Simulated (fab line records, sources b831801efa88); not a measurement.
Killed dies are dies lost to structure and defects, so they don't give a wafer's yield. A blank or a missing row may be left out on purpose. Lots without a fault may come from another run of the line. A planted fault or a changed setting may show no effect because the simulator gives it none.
fab line records | flow sky130
record lots=5 wafers=15 last_day=49
route steps=708 shown GATE_OXIDE@192 POLY_GATE@204 RES_PROTECT@206 PAD_OPEN@708
lots that met no fault: from a run of the same line without faults
start_h: hours from the record's first day to the start of the lot's first wafer shown | wait_h: hours since the lot's step before | " the same as in the row above | L1.1+2: a row that stands for several wafers | - no value, or no start given | * or withheld: withheld | < > ~ a bound
route shown NAME@n: a module of which the file shows steps, and the number in the route of the first | usual: mean/standard deviation of fault-free wafers | same: alike in all rows | chamber/n: place in a boat | sites: the reading at each site | _std_site: their standard deviation | _edge_site: outer sites' mean less inner sites' | radius_mm: how far each site lies from the wafer's centre | mask NAME#n: copy n | behind: the tool/chamber that last shaped the wafer | hold: why the lot was held/for how many hours/how that ended | device: the transistor (n, p or np) that didn't switch | end of line: the same wafers' tests at the end of the route | a step without rows: its recipe alone | killed: dies lost to structure and defects at the first sort, not the wafer's yield | map: a wafer's dies, x killed, . not, _ none there
set.NAME: the setting as run; set.NAME@STEP: as run at that earlier step | model.NAME: the simulator's own value behind a step, which no gauge read
lots at some steps of the route; a table a step, a row a wafer
services: from which hour (start_h, from the record's first day; less than 0 if before it) a tool's chamber was out of use, for how many hours, and why
## steps
# step SKY_GATE_OXIDE_COAT_05
# recipe resist=NOVOLAK spin_rpm=3000 resist_thk_nm=1140
# step SKY_GATE_OXIDE_SOFTBAKE_06
# recipe temp_c=90 time_s=57.34 resist=NOVOLAK
# step SKY_GATE_OXIDE_EXPOSE_07
# recipe mask_id=LVOM na=0.6 source_shape=conventional sigma_outer=0.6 polarization=unpolarized target_cd_nm=600 dose_mj=170
# step SKY_GATE_OXIDE_PEB_08
# recipe temp_c=withheld time_s=* resist=NOVOLAK
# step SKY_GATE_OXIDE_DEVELOP_09
# recipe resist=NOVOLAK developer=TMAH develop_time_s=60 dev_temp_c=23
# step SKY_GATE_OXIDE_IMPLANT_11
# recipe species=B energy_kev=10 dose_cm2=2.6e+12 tilt_deg=withheld
# step SKY_GATE_OXIDE_WET_ETCH_12
# recipe chemistry=dHF target_depth_nm=16.8 dry=n2_spin target=SiO2 dilution=100:1 temp_c=25 time_s=336
# step SKY_GATE_OXIDE_STRIP_13
# recipe chemistry=O2/N2 power_w=1400 pressure_mtorr=1500 platen_temp_c=withheld o2_flow_sccm=3000 n2_flow_sccm=300 overash_fraction=0.5
# step SKY_GATE_OXIDE_CLEAN_15
# recipe chemistry=SC1/SC2 mix=1:4:20 temp_c=70 time_s=150 dry=n2_spin
# step SKY_GATE_OXIDE_OXIDATION_16
# recipe temp_c=800 ambient=O2 idle_temp_c=700 ramp_up_c_per_min=10 ramp_down_c_per_min=3 stabilise_s=600 purge_s=300 target_thk_a=35.7 ox_time_s=1915
# step SKY_POLY_GATE_CVD_00
# recipe material=poly-Si target_thk_nm=180 temp_c=620 time_s=720 pressure_mtorr=200
# usual pressure_mtorr=199.9/0.42 zone_power_bottom_pct=13.9/0.37 zone_power_lower_pct=8.15/0.25
# same time_s=720
# columns lot.wafer tool chamber start_h wait_h pressure_mtorr zone_power_bottom_pct zone_power_lower_pct
L590.2 lpcvd-01 0 351.07 0.0 199.8 13.1 8.58
L590.3 " 0 " " 199.7 13.5 8.43
L590.5 " 0 " " 199.9 13.6 8.37
L593.1 lpcvd-01 1 372.83 0.0 200.1 13.9 8.09
L593.5 " 1 " " 200.3 14.0 7.95
L593.6 " 1 " " 200.2 14.3 7.91
L594.2 lpcvd-01 0 388.25 0.0 199.7 13.3 8.46
L594.3 " 0 " " 199.9 13.8 8.37
L594.5 " 0 " " 199.9 13.6 8.34
L595.2 lpcvd-01 1 394.97 0.0 200.2 14.2 8.05
L595.4 " 1 " " 200.2 14.1 7.99
L595.5 " 1 " " 200.1 14.3 8.05
L602.3 lpcvd-01 1 457.56 0.0 200.1 14.2 7.94
L602.4 " 1 " " 200.2 14.4 8.01
L602.5 " 1 " " 200.1 14.0 7.92
# step SKY_RES_PROTECT_DEHYDRATE_00
# recipe temp_c=200 time_s=60
# step SKY_RES_PROTECT_HMDS_01
# recipe prime_time_s=60 prime_temp_c=120
# step SKY_RES_PROTECT_COAT_02
# recipe resist=NOVOLAK spin_rpm=3000 resist_thk_nm=1140
# step SKY_RES_PROTECT_SOFTBAKE_03
# recipe temp_c=90 time_s=60 resist=NOVOLAK
# step SKY_RES_PROTECT_EXPOSE_04
# recipe mask_id=RPM na=0.6 source_shape=conventional sigma_outer=0.6 polarization=unpolarized target_cd_nm=1270 dose_mj=131
# step SKY_RES_PROTECT_PEB_05
# recipe temp_c=withheld time_s=* resist=NOVOLAK
# step SKY_RES_PROTECT_DEVELOP_06
# recipe resist=NOVOLAK developer=TMAH develop_time_s=60 dev_temp_c=23
# step SKY_POLY_GATE_IMPLANT_02
# recipe species=P energy_kev=30 dose_cm2=7.628e+15 tilt_deg=0
# step SKY_RES_PROTECT_STRIP_07
# recipe chemistry=O2/N2 power_w=1400 pressure_mtorr=1500 platen_temp_c=withheld o2_flow_sccm=3000 n2_flow_sccm=300 overash_fraction=0.5
# step SKY_RES_PROTECT_CLEAN_09
# recipe chemistry=SC1/SC2 mix=1:4:20 temp_c=70 time_s=150 dry=n2_spin
# step SKY_POLY_GATE_CVD_03
# recipe material=Si3N4 precursor=DCS/NH3 target_thk_nm=75 temp_c=770 time_s=1290 pressure_mtorr=250
# step SKY_POLY_GATE_DEHYDRATE_05
# recipe temp_c=200 time_s=60
# step SKY_POLY_GATE_HMDS_06
# recipe prime_time_s=60 prime_temp_c=120
# step SKY_POLY_GATE_COAT_07
# recipe resist=BARC temp_c=withheld time_s=withheld spin_rpm=3000 resist_thk_nm=110
# step SKY_POLY_GATE_COAT_08
# recipe resist=KrF-thick spin_rpm=3000 resist_thk_nm=450
# step SKY_POLY_GATE_SOFTBAKE_09
# recipe temp_c=100 time_s=90 resist=KrF-thick
# step SKY_POLY_GATE_EXPOSE_10
# recipe mask_id=P1M na=0.68 source_shape=conventional sigma_outer=0.6 target_cd_nm=150 dose_mj=28
# step SKY_POLY_GATE_PEB_11
# recipe peb_temp_c=withheld peb_time_s=withheld resist=KrF-thick
# step SKY_POLY_GATE_DEVELOP_12
# recipe develop_time_s=60 resist=KrF-thick dev_temp_c=21
# step SKY_POLY_GATE_ETCH_15
# recipe chemistry=N2/H2 target=BARC ion_energy_ev=200 source_w=500 bias_w=100 pressure_mtorr=30 n2_flow_sccm=100 h2_flow_sccm=200 stop_on=SiO2 time_s=118.5 target_depth_a=1100
# step SKY_POLY_GATE_ETCH_16
# recipe stop_on=poly-Si chemistry=CH3F/O2 target=Si3N4 source_w=400 bias_w=80 pressure_mtorr=25 ch3f_flow_sccm=40 O2_flow_sccm=30 time_s=151.2 target_depth_a=750
# step SKY_POLY_GATE_ETCH_17
# recipe target_depth_nm=180 stop_on=SiO2 over_etch_frac=0.56667 chemistry=HBr/Cl2 target=poly-Si icp_w=400 bias_w=100 pressure_mtorr=10 HBr_flow_sccm=150 Cl2_flow_sccm=50 time_s=70.5
# step SKY_POLY_GATE_STRIP_18
# recipe chemistry=O2/N2 power_w=1400 pressure_mtorr=1500 platen_temp_c=withheld o2_flow_sccm=3000 n2_flow_sccm=300 overash_fraction=0.5
# step SKY_POLY_GATE_CLEAN_19
# recipe chemistry=SC1/SC2 mix=1:4:20 temp_c=70 time_s=150 dry=n2_spin
# step SKY_PAD_OPEN_PROBE_99
# usual killed_at_M0_to_M3=43/7.1 killed_at_M4_up=3.0/1.9 killed_at_contacts=24/5 killed_at_front_end=15/4.3 killed_at_other=0.3/0.5 killed_dies=85/9.6 killed_open=46/7.1 killed_short=39/6.8
# same gross_dies=492 killed_at_back_side=0
# columns lot.wafer tool chamber start_h wait_h killed_at_M0_to_M3 killed_at_M4_up killed_at_contacts killed_at_front_end killed_at_other killed_dies killed_open killed_short
L590.2 prober-02 - 1104.16 0.1 43 2 27 12 0 84 47 37
L590.3 prober-02 - 1104.21 0.2 36 1 27 11 0 75 40 35
L590.5 prober-02 - 1104.31 0.2 42 2 20 13 0 77 41 36
L593.1 prober-01 - 1120.82 0.1 51 3 15 80 0 149 35 50
L593.5 prober-01 - 1121.02 0.2 48 0 11 86 0 145 51 33
L593.6 prober-01 - 1121.07 0.2 39 2 19 80 0 140 42 40
L594.2 prober-02 - 1129.37 0.1 37 7 25 44 0 113 40 39
L594.3 prober-02 - 1129.42 0.2 40 3 10 42 0 95 34 30
L594.5 prober-02 - 1129.52 0.2 26 6 26 51 1 110 35 42
L595.2 prober-01 - 1131.11 0.1 35 3 22 71 1 132 43 33
L595.4 prober-01 - 1131.21 0.2 43 3 27 66 0 139 46 34
L595.5 prober-01 - 1131.26 0.2 45 3 16 70 0 134 38 35
L602.3 prober-02 - 1172.20 0.2 30 5 30 19 1 85 44 41
L602.4 prober-02 - 1172.25 0.2 47 2 28 17 0 94 50 44
L602.5 prober-02 - 1172.30 0.2 42 5 30 10 0 87 46 41
# killed by level:class
L590.2 CONTACT:geometric_particle:open=13 VIA1:geometric_particle:open=10 VIA2:geometric_particle:open=6 METAL1:geometric_particle:short=6 VIA1:geometric_particle:short=6 CONTACT:geometric_particle:short=5 LI_CONTACT:geometric_particle:short=4 METAL1:geometric_particle:open=4
L590.3 CONTACT:geometric_particle:open=10 VIA2:geometric_particle:open=8 LI_CONTACT:geometric_particle:open=6 VIA1:geometric_particle:open=6 LI_CONTACT:geometric_particle:short=5 POLY_GATE:geometric_particle:short=4 VIA3:geometric_particle:open=4 METAL1:geometric_particle:short=4
L590.5 VIA1:geometric_particle:open=9 VIA2:geometric_particle:open=8 CONTACT:geometric_particle:open=6 LI_CONTACT:geometric_particle:open=5 METAL1:geometric_particle:short=5 POLY_GATE:geometric_particle:short=4 CONTACT:geometric_particle:short=4 LI_CONTACT:geometric_particle:short=4
L593.1 POLY_GATE:unspecified=64 VIA1:geometric_particle:open=11 VIA1:geometric_particle:short=9 METAL2:geometric_particle:short=6 FIELD_ISO:geometric_particle:short=5 LOCAL_INTERCONNECT:geometric_particle:short=5 VIA3:geometric_particle:short=5 POLY_GATE:geometric_particle:short=4
L593.5 POLY_GATE:unspecified=61 VIA1:geometric_particle:open=11 FIELD_ISO:geometric_particle:open=9 METAL2:geometric_particle:short=7 VIA2:geometric_particle:open=6 POLY_GATE:geometric_particle:open=6 VIA3:geometric_particle:open=6 METAL1:geometric_particle:short=5
L593.6 POLY_GATE:unspecified=58 CONTACT:geometric_particle:open=9 FIELD_ISO:geometric_particle:short=8 VIA1:geometric_particle:open=8 METAL1:geometric_particle:short=7 FIELD_ISO:geometric_particle:open=6 VIA1:geometric_particle:short=5 METAL2:geometric_particle:short=5
L594.2 POLY_GATE:unspecified=34 CONTACT:geometric_particle:open=11 VIA1:geometric_particle:short=8 VIA1:geometric_particle:open=7 LI_CONTACT:geometric_particle:open=6 LI_CONTACT:geometric_particle:short=5 VIA2:geometric_particle:open=5 METAL4:geometric_particle:short=5
L594.3 POLY_GATE:unspecified=31 VIA1:geometric_particle:open=7 CONTACT:geometric_particle:open=6 VIA1:geometric_particle:short=6 VIA3:geometric_particle:short=5 VIA2:geometric_particle:open=5 VIA3:geometric_particle:open=4 SPACER:geometric_particle:short=3
L594.5 POLY_GATE:unspecified=33 CONTACT:geometric_particle:open=9 FIELD_ISO:geometric_particle:short=8 LOCAL_INTERCONNECT:geometric_particle:short=6 VIA1:geometric_particle:open=6 METAL4:geometric_particle:short=6 METAL1:geometric_particle:short=5 METAL2:geometric_particle:short=5
L595.2 POLY_GATE:unspecified=56 CONTACT:geometric_particle:open=8 LOCAL_INTERCONNECT:geometric_particle:short=7 METAL2:geometric_particle:short=7 VIA3:geometric_particle:open=7 POLY_GATE:geometric_particle:open=6 VIA1:geometric_particle:open=6 LI_CONTACT:geometric_particle:open=5
L595.4 POLY_GATE:unspecified=59 VIA1:geometric_particle:open=12 LI_CONTACT:geometric_particle:open=11 CONTACT:geometric_particle:short=7 CONTACT:geometric_particle:open=6 METAL1:geometric_particle:short=5 METAL2:geometric_particle:short=5 VIA3:geometric_particle:open=5
L595.5 POLY_GATE:unspecified=61 VIA3:geometric_particle:open=14 VIA1:geometric_particle:open=8 CONTACT:geometric_particle:open=6 METAL2:geometric_particle:short=6 METAL1:geometric_particle:short=5 FIELD_ISO:geometric_particle:short=4 VIA2:geometric_particle:open=4
L602.3 CONTACT:geometric_particle:open=12 METAL2:geometric_particle:short=8 FIELD_ISO:geometric_particle:short=7 LI_CONTACT:geometric_particle:open=6 FIELD_ISO:geometric_particle:open=5 CONTACT:geometric_particle:short=5 VIA2:geometric_particle:open=5 VIA3:geometric_particle:open=5
L602.4 CONTACT:geometric_particle:open=10 CONTACT:geometric_particle:short=7 POLY_GATE:geometric_particle:open=7 VIA1:geometric_particle:open=7 LOCAL_INTERCONNECT:geometric_particle:short=6 VIA2:geometric_particle:open=6 VIA3:geometric_particle:open=6 METAL2:geometric_particle:short=5
L602.5 CONTACT:geometric_particle:open=14 LI_CONTACT:geometric_particle:open=8 VIA1:geometric_particle:open=7 METAL2:geometric_particle:short=7 METAL1:geometric_particle:short=6 METAL4:geometric_particle:short=5 VIA2:geometric_particle:open=5 VIA3:geometric_particle:short=5
# map L593.1 (x killed, . not)
__________....xxx..._________
________...x.....x.x.._______
______...xx..xx........._____
_____x..x....x..x....xx..____
____.x..x.xx...........x..___
___.xx...x..........x......__
__......x.x........x........_
_.xxxxxx..............xx..x..
_xxxxxxxx.x..x.x.....x...x...
_xxxxxxxxxx.................x
_xxxxxxxxxx....x....x..x..xx.
_xxxxxxxxxx........x....xxx..
_xxxxxxxxx.x........xx.x..x..
_xxxxxxxxx.x.x.x.x........x..
_xx.xxxx..x..............x..x
__x.xx.x...................._
___...x...x.x........x.xx..__
____...x...x.......x......___
_____...x................____
______.......x.........x_____
________.xxxx........x_______
__________.....x...._________
# map L594.2 (x killed, . not)
__________..x.....x._________
________....x.x....x.._______
______...x.......x..x..._____
_____...x.........x......____
____xx........x..x......x.___
___xxxx.........x.x.x......__
__xxxxx....................._
_xxxxx.x..x.....xxx.x.x......
_xxxxxx....x........x...x....
_xxxxxx......xx...x.......x..
_xxxx.x..x.x...........x.x...
_x....x..x...x............x..
_x........x....x....x........
_..x..x........x..x..x...x...
_.....xx.x..x...x....x.x..x..
__........x.........x...x..._
___.x......x.x...x...x...xx__
____..x......x....xx......___
_____....x...............____
______....x...........x._____
________.xx.xx.x......_______
__________......x..._________
## services
# columns tool chamber start_h hours kind
lpcvd-01 - 409.34 0.6 repair
## key
first_sign step=SKY_PAD_OPEN_PROBE_99 reading=killed_at_front_end direction=up sigmas=12 usual=15 struck=66
effect step=SKY_PAD_OPEN_PROBE_99 reading=killed_dies direction=up sigmas=4.5 usual=85 struck=129
met_at SKY_POLY_GATE_CVD_00
struck_wafers L593.1,L593.5,L593.6,L594.2,L594.3,L594.5,L595.2,L595.4,L595.5
tester_left_out L593,L594,L595
onset_between 351.07 372.83
fault kind=chamber_particle_source tool=lpcvd-01 chamber=- onset_h=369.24 steps=SKY_POLY_GATE_CVD_00 rate_per_visit_cm2=1.8092 end_h=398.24
# tester_left_out: of these lots the tester's yield and bins aren't shown, on N5 and GAA mostly nor the transistor test; their killed dies are dies lost to structure and defects alone, not to doping, threshold or leakage, so they don't give the yield
